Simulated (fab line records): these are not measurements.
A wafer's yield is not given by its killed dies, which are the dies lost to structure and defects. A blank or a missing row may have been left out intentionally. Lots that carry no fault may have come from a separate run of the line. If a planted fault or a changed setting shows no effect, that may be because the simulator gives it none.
Which of the tools did it? :: flow gf180mcu :: 12 lots, 36 wafers sampled, at 6 steps of a route of 602

## WHAT THE GAUGES READ, wafer by wafer
GF_MVPSD_OVL_MEAS_07.
lot: L611
measured: day 5 16:48
on: overlay-01
MVPSD_OVL (nm): -1.3 -0.6 -1.5

lot: L612
measured: day 6 03:48
on: overlay-01
MVPSD_OVL (nm): 0.3 -1.0 -1.1

lot: L613
measured: day 6 05:22
on: overlay-01
MVPSD_OVL (nm): - - -

lot: L615
measured: day 6 16:59
on: overlay-02
MVPSD_OVL (nm): -4.4 -2.1 -3.0

lot: L623
measured: day 8 21:46
on: overlay-01
MVPSD_OVL (nm): -2.7 -0.5 -3.0

lot: L624
measured: day 9 03:38
on: overlay-01
MVPSD_OVL (nm): -1.0 -1.2 0.5

lot: L625
measured: day 9 06:55
on: overlay-01
MVPSD_OVL (nm): -4.4 -3.9 -3.1

lot: L626
measured: day 9 12:47
on: overlay-01
MVPSD_OVL (nm): -1.7 -0.2 -2.5

lot: L627
measured: day 9 20:48
on: overlay-01
MVPSD_OVL (nm): -0.4 -0.8 -1.2

lot: L628
measured: day 10 01:34
on: overlay-01
MVPSD_OVL (nm): -1.4 1.0 -0.7

lot: L630
measured: day 10 11:43
on: overlay-01
MVPSD_OVL (nm): -3.9 -1.1 -2.4

lot: L631
measured: day 10 19:02
on: overlay-01
MVPSD_OVL (nm): 0.8 0.8 -0.3

GF_MVPSD_TW_MEAS_11.
lot: L611
measured: day 5 17:14
on: film-metro-01
MVPSD_TW: 548 551 547

lot: L612
measured: day 6 04:14
on: film-metro-01
MVPSD_TW: 544 545 548

lot: L613
measured: day 6 05:49
on: film-metro-02
MVPSD_TW: 30 29 30 30 30 30

lot: L615
measured: day 6 17:25
on: film-metro-02
MVPSD_TW: 545 544 547

lot: L623
measured: day 8 22:13
on: film-metro-04
MVPSD_TW: 561 561 562

lot: L624
measured: day 9 04:04
on: film-metro-01
MVPSD_TW: 550 550 546

lot: L625
measured: day 9 07:22
on: film-metro-04
MVPSD_TW: 557 555 558

lot: L626
measured: day 9 13:13
on: film-metro-04
MVPSD_TW: 554 559 557

lot: L627
measured: day 9 21:14
on: film-metro-04
MVPSD_TW: 558 554 557

lot: L628
measured: day 10 02:01
on: film-metro-02
MVPSD_TW: 544 545 547

lot: L630
measured: day 10 12:10
on: film-metro-02
MVPSD_TW: 547 546 545

lot: L631
measured: day 10 19:28
on: film-metro-04
MVPSD_TW: 560 557 557

GF_M3_CD_MEAS_14 targets a cd of 280 nm.
lot: L611
measured: day 22 13:07
on: cd-sem-02
cd-nm (nm): 279.0 279.6 280.3

lot: L612
measured: day 23 02:52
on: cd-sem-01
cd-nm (nm): 280.9 281.0 280.2

lot: L615
measured: day 23 23:46
on: cd-sem-02
cd-nm (nm): 281.3 279.0 280.4

lot: L623
measured: day 26 18:58
on: cd-sem-02
cd-nm (nm): 279.6 279.0 279.2

lot: L624
measured: day 27 06:26
on: cd-sem-02
cd-nm (nm): 279.9 280.9 280.3

lot: L625
measured: day 27 07:36
on: cd-sem-02
cd-nm (nm): 281.2 280.0 280.7

lot: L626
measured: day 27 11:29
on: cd-sem-02
cd-nm (nm): 278.2 278.9 278.9

lot: L627
measured: day 27 23:25
on: cd-sem-01
cd-nm (nm): 278.3 279.7 279.1

lot: L628
measured: day 28 05:25
on: cd-sem-02
cd-nm (nm): 280.1 278.9 278.7

lot: L630
measured: day 28 13:52
on: cd-sem-01
cd-nm (nm): 280.1 280.0 278.8

lot: L631
measured: day 28 22:50
on: cd-sem-01
cd-nm (nm): 279.7 278.9 280.5

GF_V3_THK_MEAS_01.
lot: L611
measured: day 22 13:59
on: film-metro-02
V3_CVD_00_THK (nm): 602 588 592

lot: L612
measured: day 23 03:47
on: film-metro-01
V3_CVD_00_THK (nm): 586 593 601

lot: L615
measured: day 24 00:38
on: film-metro-02
V3_CVD_00_THK (nm): 593 582 592

lot: L623
measured: day 26 20:09
on: film-metro-03
V3_CVD_00_THK (nm): 613 618 598

lot: L624
measured: day 27 07:22
on: film-metro-01
V3_CVD_00_THK (nm): 587 594 598

lot: L625
measured: day 27 08:34
on: film-metro-01
V3_CVD_00_THK (nm): 598 624 592

lot: L626
measured: day 27 12:28
on: film-metro-03
V3_CVD_00_THK (nm): 603 618 595

lot: L627
measured: day 28 00:20
on: film-metro-01
V3_CVD_00_THK (nm): 589 588 586

lot: L628
measured: day 28 06:17
on: film-metro-03
V3_CVD_00_THK (nm): 582 599 585

lot: L630
measured: day 28 14:44
on: film-metro-03
V3_CVD_00_THK (nm): 592 590 591

lot: L631
measured: day 28 23:42
on: film-metro-03
V3_CVD_00_THK (nm): 615 602 619

## TOOL THAT RAN EACH LOT (tool first, then ch and the chambers of the sampled wafers, then the start)
lot: L611
GF_MVPSD_EXPOSE_04: iline-stepper-02 ch 0, day 5 10:36
GF_M2_SPUTTER_02: pvd-sputter-03, day 19 08:49

lot: L612
GF_MVPSD_EXPOSE_04: iline-stepper-02 ch 0, day 5 20:38
GF_M2_SPUTTER_02: pvd-sputter-04, day 20 00:59

lot: L613
GF_MVPSD_EXPOSE_04: iline-stepper-01 ch 0, day 5 22:21
GF_M2_SPUTTER_02: -

lot: L615
GF_MVPSD_EXPOSE_04: iline-stepper-01 ch 0, day 6 09:23
GF_M2_SPUTTER_02: pvd-sputter-04, day 20 23:52

lot: L623
GF_MVPSD_EXPOSE_04: iline-stepper-01 ch 0, day 8 13:26
GF_M2_SPUTTER_02: pvd-sputter-04, day 23 22:55

lot: L624
GF_MVPSD_EXPOSE_04: iline-stepper-02 ch 0, day 8 19:16
GF_M2_SPUTTER_02: pvd-sputter-01, day 24 13:04

lot: L625
GF_MVPSD_EXPOSE_04: iline-stepper-01 ch 0, day 8 22:30
GF_M2_SPUTTER_02: pvd-sputter-03, day 24 13:23

lot: L626
GF_MVPSD_EXPOSE_04: iline-stepper-02 ch 0, day 9 04:12
GF_M2_SPUTTER_02: pvd-sputter-01, day 24 17:16

lot: L627
GF_MVPSD_EXPOSE_04: iline-stepper-01 ch 0, day 9 12:12
GF_M2_SPUTTER_02: pvd-sputter-01, day 25 06:40

lot: L628
GF_MVPSD_EXPOSE_04: iline-stepper-02 ch 0, day 9 16:54
GF_M2_SPUTTER_02: pvd-sputter-03, day 25 13:13

lot: L630
GF_MVPSD_EXPOSE_04: iline-stepper-01 ch 0, day 10 02:33
GF_M2_SPUTTER_02: pvd-sputter-03, day 25 21:58

lot: L631
GF_MVPSD_EXPOSE_04: iline-stepper-02 ch 0, day 10 10:33
GF_M2_SPUTTER_02: pvd-sputter-01, day 26 07:32
- GF_MVPSD_EXPOSE_04: exposes mask MVPSD, target cd 1000 nm.
- GF_M2_SPUTTER_02: material AlCu, target thk 450 nm, time 23.9 s.

## WHAT THE TOOLS THEMSELVES READ (means of the sampled wafers that have a number; where no wafer has one, the mark that the record gives instead)
GF_MVPSD_EXPOSE_04.
lot: L611
tool: iline-stepper-02
exposure-dose-mJ-cm2: 260.04
reticle-temp-C (C): 23.10

lot: L612
tool: iline-stepper-02
exposure-dose-mJ-cm2: 259.96
reticle-temp-C (C): 23.09

lot: L613
tool: iline-stepper-01
exposure-dose-mJ-cm2: 260.29
reticle-temp-C (C): 23.02

lot: L615
tool: iline-stepper-01
exposure-dose-mJ-cm2: 259.83
reticle-temp-C (C): 23.02

lot: L623
tool: iline-stepper-01
exposure-dose-mJ-cm2: 260.01
reticle-temp-C (C): 22.98

lot: L624
tool: iline-stepper-02
exposure-dose-mJ-cm2: 259.67
reticle-temp-C (C): 22.83

lot: L625
tool: iline-stepper-01
exposure-dose-mJ-cm2: 259.73
reticle-temp-C (C): 22.89

lot: L626
tool: iline-stepper-02
exposure-dose-mJ-cm2: 259.97
reticle-temp-C (C): 23.09

lot: L627
tool: iline-stepper-01
exposure-dose-mJ-cm2: 259.70
reticle-temp-C (C): 22.92

lot: L628
tool: iline-stepper-02
exposure-dose-mJ-cm2: 260.27
reticle-temp-C (C): 23.06

lot: L630
tool: iline-stepper-01
exposure-dose-mJ-cm2: 260.01
reticle-temp-C (C): 23.08

lot: L631
tool: iline-stepper-02
exposure-dose-mJ-cm2: 260.24
reticle-temp-C (C): 23.06

GF_M2_SPUTTER_02.
lot: L611
tool: pvd-sputter-03
throttle-valve-pct (%): 30.7

lot: L612
tool: pvd-sputter-04
throttle-valve-pct (%): 29.1

lot: L615
tool: pvd-sputter-04
throttle-valve-pct (%): 29.1

lot: L623
tool: pvd-sputter-04
throttle-valve-pct (%): 29.2

lot: L624
tool: pvd-sputter-01
throttle-valve-pct (%): 29.1

lot: L625
tool: pvd-sputter-03
throttle-valve-pct (%): 30.3

lot: L626
tool: pvd-sputter-01
throttle-valve-pct (%): 29.0

lot: L627
tool: pvd-sputter-01
throttle-valve-pct (%): 29.3

lot: L628
tool: pvd-sputter-03
throttle-valve-pct (%): 30.2

lot: L630
tool: pvd-sputter-03
throttle-valve-pct (%): 31.2

lot: L631
tool: pvd-sputter-01
throttle-valve-pct (%): 29.2

## THE ANSWER, worked out from the rows above alone
Rule: what is usual is taken from the lots themselves. Put in order of their means at a reading, lots are off if they are a third of the lots or fewer, leave a main group of 4 or more, and stand apart from it by a gap of 3 or more times the standard deviation of the main group's means; of several such gaps the widest counts. A main group whose means are all the same, to the digits that the tables above print for the reading, isn't used. Also off: a lot with no number at a reading for which 4 or more lots have one. Where the step has rows for the other lots, those lots are counted as sound. Order of review: gauges by route order, followed by the tools' own readings, for which a lot's mean as printed above is used. At the first step where some lot is off, the reading lying furthest off is the one used; lots without a number count as furthest.
Off: at GF_MVPSD_OVL_MEAS_07 (MVPSD_OVL), L613. Without a number there: L613. For the main group the mean is -1.5 nm and the standard deviation 1.2.
If a tool, at a process step before that reading, ran all the lots that are off and no sound lot after the first of them, it fits. Not tried: the gauges at GF_MVPSD_OVL_MEAS_07; whatever is off there is also off at GF_MVPSD_TW_MEAS_11, on other tools, and gauge error can't account for it. Of those tried, none fits.

## WHAT THE SIMULATOR HAD INSERTED
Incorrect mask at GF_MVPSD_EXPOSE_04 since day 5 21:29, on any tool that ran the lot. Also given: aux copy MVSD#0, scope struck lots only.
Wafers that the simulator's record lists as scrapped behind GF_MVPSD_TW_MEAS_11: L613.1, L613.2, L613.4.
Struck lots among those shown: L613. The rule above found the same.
